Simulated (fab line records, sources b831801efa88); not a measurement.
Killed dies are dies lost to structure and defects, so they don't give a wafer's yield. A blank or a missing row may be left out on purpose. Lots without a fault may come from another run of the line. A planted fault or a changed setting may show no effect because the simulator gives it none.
A struck lot beside a sound one | flow sky130 | 46 steps out of a route of 708
Sound: wafers L238.2, L238.4, L238.6. Struck: wafers L249.1, L249.5. (L249.6 of the same lot was not struck and is left out.) The cause comes at the end.
At each step with rows: each side's tool, then ch and its chambers, then its first start. Under that, the readings that differ: sound wafers | struck wafers | difference of the means | sigmas: that difference in standard deviations of wafers without a fault.
alike: readings whose means differ by less than 2 such deviations, and words and numbers that are the same on both sides. not compared: withheld readings, readings that some wafer has no value for, bounds like >300 that may hide the same value, and numbers for which the record gives no deviation and whose values overlap.
The two part at a step that has a row with sigmas, a row that says differs or no value, or rows on one side only. Numbers that don't overlap but have no deviation are shown without sigmas and don't part them. A reading that every wafer of one side lacks parts them only if that side has two wafers or more.

SKY_METAL3_CD_MEAS_13: target cd 300 nm.
  sound on cd_sem-01, day 38 17:55; struck on cd_sem-01, day 41 23:57
  reading    | sound             | struck      | difference | sigmas
  cd_nm (nm) | 300.1 299.9 299.1 | 303.1 302.5 | +3.1       | +2
SKY_METAL3_OVL_MEAS_14:
  sound on overlay-01, day 38 18:02; struck on overlay-01, day 42 00:04
  alike: METAL3_OVL
SKY_METAL3_DESCUM_15: chemistry O2, time 8 s.
  sound on rie_metal-03 ch 0,1, day 38 18:04; struck on rie_metal-04 ch 0,1, day 42 00:07
  alike: drypump_motor_current_A, oes_product_au
  not compared: rf_hours_counter_h
then, 3 steps without rows for these wafers: SKY_METAL3_ETCH_16 (etches BARC in N2/H2, stops on SiO2, time 88.2 s, target depth 60 nm); SKY_METAL3_ETCH_17 (etches SiO2 in C4F8/O2/Ar, stops on TiN, time 3.9 s, target depth 15 nm); SKY_METAL3_METAL_ETCH_18 (etches the open film in Cl2/BCl3, stops on SiO2, target depth 845 nm, time 183.1 s).
SKY_METAL3_STRIP_19: strips in O2/N2.
  sound on plasma_asher-04 ch 0,1, day 38 18:23; struck on plasma_asher-03 ch 0,1, day 42 00:26
  alike: drypump_motor_current_A, oes_product_au, strip_time_to_endpoint_s
  not compared: rf_hours_counter_h
then, 4 steps without rows for these wafers: SKY_METAL3_STRIP_20 (strips in post etch residue remover, time 1200 s); SKY_METAL3_CLEAN_21 (cleans in IPA, time 180 s); SKY_METAL3_CLEAN_22 (cleans in O3/DIW); SKY_VIA3_HDPCVD_00 (deposits SiO2, target thk 1635 nm, time 272.5 s).
SKY_VIA3_THK_MEAS_01:
  sound on film_metro-03, day 38 19:10; struck on film_metro-04, day 42 01:14
  alike: VIA3_HDPCVD_THK
SKY_VIA3_CMP_02: polishes SiO2.
  sound on cmp-01 ch 0,1,2, day 38 19:26; struck on cmp-02 ch 0, day 42 01:17
  reading                                  | sound           | struck      | difference | sigmas
  motor_current_A (A)                      | 12.4 11.8 10.8  | 14.6 14.8   | +3.0       | +3
  model.SiO2_of_VIA3_HDPCVD_00.thk_nm (nm) | 465.2 463.8 465 | 882.2 881.5 | +417.2     |
SKY_VIA3_BOW_MEAS_03:
  sound on film_metro-04, day 38 19:46; struck on film_metro-03, day 42 01:35
  reading       | sound    | struck | difference | sigmas
  VIA3_BOW (um) | 75 94 66 | 98 100 | +21        | +3
then, 8 steps without rows for these wafers: SKY_VIA3_DEHYDRATE_04 (time 60 s); SKY_VIA3_HMDS_05 (prime time 60 s); SKY_VIA3_COAT_06 (resist thk 60 nm); SKY_VIA3_COAT_07 (resist thk 450 nm); SKY_VIA3_SOFTBAKE_08 (time 90 s); SKY_VIA3_EXPOSE_09 (exposes mask VIM3, target cd 200 nm); SKY_VIA3_PEB_10; SKY_VIA3_DEVELOP_11 (develop time 60 s).
SKY_VIA3_CD_MEAS_12: target cd 200 nm.
  sound on cd_sem-02, day 39 20:23; struck on cd_sem-02, day 43 01:01
  alike: cd_nm
SKY_VIA3_OVL_MEAS_13:
  sound on overlay-01, day 39 20:29; struck on overlay-01, day 43 01:08
  alike: VIA3_OVL
then, 1 step without rows for these wafers: SKY_VIA3_ETCH_14 (etches BARC in N2/H2, stops on SiO2, time 45.9 s, target depth 60 nm).
SKY_VIA3_ETCH_15: etches SiO2 in C4F8/O2/Ar, stops on TiN, target depth 507 nm, time 78 s.
  sound on rie_diel-03 ch 1,3, day 39 20:34; struck on rie_diel-03 ch 0,2, day 43 01:13
  reading                          | sound             | struck      | difference | sigmas
  oes_product_au (a.u.)            | 0.946 0.951 0.951 | 1.010 1.014 | +0.063     | +14
  model.VIA3.feature_depth_nm (nm) | 465.2 463.8 465   | 510.3 509.8 | +45.4      |
  model.etch.depth_nm (nm)         | 465.2 463.8 465   | 510.3 509.8 | +45.4      |
then, 4 steps without rows for these wafers: SKY_VIA3_STRIP_16 (strips in O2/N2); SKY_VIA3_STRIP_17 (strips in post etch residue remover, time 1200 s); SKY_VIA3_CLEAN_18 (cleans in IPA, time 180 s); SKY_VIA3_CLEAN_19 (cleans in O3/DIW).
SKY_VIA3_SPUTTER_20: material TiN, target thk 20 nm, time 80 s.
  sound on pvd_sputter-04, day 39 21:13; struck on pvd_sputter-01, day 43 01:52
  alike: throttle_valve_pct
SKY_VIA3_CVD_21: deposits W, target thk 390 nm, time 117.31 s.
  sound on cvd_w-02 ch 0,1, day 39 21:16; struck on cvd_w-02 ch 0, day 43 01:56
  alike: heater_power_w, susceptor_temp_C
SKY_VIA3_RS_MEAS_22: measures by four-point-probe.
  sound on film_metro-04, day 39 21:25; struck on film_metro-04, day 43 02:03
  alike: VIA3_W_RS
SKY_VIA3_THK_MEAS_23: measures by xrf.
  sound on film_metro-04, day 39 21:31; struck on film_metro-04, day 43 02:10
  alike: VIA3_W_THK
SKY_VIA3_CMP_24: polishes, stops on SiO2, t overpolish 20 s, target thk 0 nm.
  sound on cmp-01 ch 1,2, day 39 21:37; struck on cmp-01 ch 1,3, day 43 02:20
  alike: motor_current_A
then, 6 steps without rows for these wafers: SKY_METAL4_SPUTTER_00 (material Ti, target thk 15 nm, time 10 s); SKY_METAL4_SPUTTER_01 (material TiN, target thk 20 nm, time 16.7 s); SKY_METAL4_SPUTTER_02 (material AlCu, target thk 735 nm, time 39.1 s); SKY_METAL4_SPUTTER_03 (material Ti, target thk 5 nm, time 3.3 s); SKY_METAL4_SPUTTER_04 (material TiN, target thk 70 nm, time 58.3 s); SKY_CAP2M_CVD_00 (deposits SiO2, target thk 15.5 nm).
SKY_CAP2M_THK_MEAS_01:
  sound on film_metro-02, day 39 22:04; struck on film_metro-01, day 43 02:43
  alike: CAP2M_CVD_00_THK
SKY_METAL4_METAL_ETCH_18: etches the open film in Cl2/BCl3, stops on SiO2, target depth 845 nm, time 183.1 s.
  sound on rie_metal-03 ch 1, day 41 23:07; struck on rie_metal-01 ch 0, day 45 01:06
  reading                                  | sound             | struck      | difference | sigmas
  drypump_motor_current_A (A)              | 5.9 5.9 5.9       | 4.9 4.9     | -1.0       | -2
  model.SiO2_of_VIA3_HDPCVD_00.thk_nm (nm) | 435.4 433.9 435.1 | 852.3 851.7 | +417.2     |
  alike: oes_product_au, throttle_valve_pct
  not compared: rf_hours_counter_h
SKY_VIA4_BOW_MEAS_03:
  sound on film_metro-03, day 42 00:28; struck on film_metro-02, day 45 02:25
  reading       | sound    | struck  | difference | sigmas
  VIA4_BOW (um) | 70 86 59 | 103 105 | +32        | +4
-- the record jumps here: 4 days lie between the struck wafers' starts before and after (it left off in module VIA4 and takes up again in module PAD_OPEN, whose first step shown is number 707 of the route) --
SKY_PAD_OPEN_BOW_MEAS_13:
  sound on film_metro-01, day 45 22:19; struck on film_metro-01, day 48 14:31
  reading           | sound    | struck | difference | sigmas
  PAD_OPEN_BOW (um) | 35 54 26 | 74 76  | +37        | +4
SKY_PAD_OPEN_PROBE_99:
  sound on prober-02, day 45 22:28; struck on prober-01, day 48 14:38
  reading                               | sound             | struck      | difference | sigmas
  model.etest.tester.sort_n_pass        | 397 386 389       | 0 0         | -391       |
  model.etest.tester.sort_yield_pct (%) | 80.69 78.46 79.06 | 0 0         | -79        |
  model.etest.tester.sort_bin_5_pct (%) | 10.98 11.99 12.4  | 91.12 90.97 | +79.25     |
  model.etest.res_ndiff.open            | 0 0 0             | 1 1         | +1         |
  model.etest.nfet_01v8_turned.open     | 0 0 0             | 1 1         | +1         |
  model.etest.pfet_g5v0d10v5.open       | 0 0 0             | 1 1         | +1         |
  model.etest.field_p.under_floor       | 0 0 0             | 1 1         | +1         |
  model.etest.nfet_01v8.open            | 0 0 0             | 1 1         | +1         |
  alike: defect_limited_yield, killed_at_M0_to_M3, killed_at_M4_up, killed_at_contacts, killed_at_front_end, killed_at_other, killed_dies, killed_open, killed_short

WHERE THEY PART
First at SKY_METAL3_CD_MEAS_13; last, within this record, at SKY_PAD_OPEN_BOW_MEAS_13. Later steps at which nothing parts them and some readings are alike: SKY_PAD_OPEN_PROBE_99.

WHY: what the simulator had put in
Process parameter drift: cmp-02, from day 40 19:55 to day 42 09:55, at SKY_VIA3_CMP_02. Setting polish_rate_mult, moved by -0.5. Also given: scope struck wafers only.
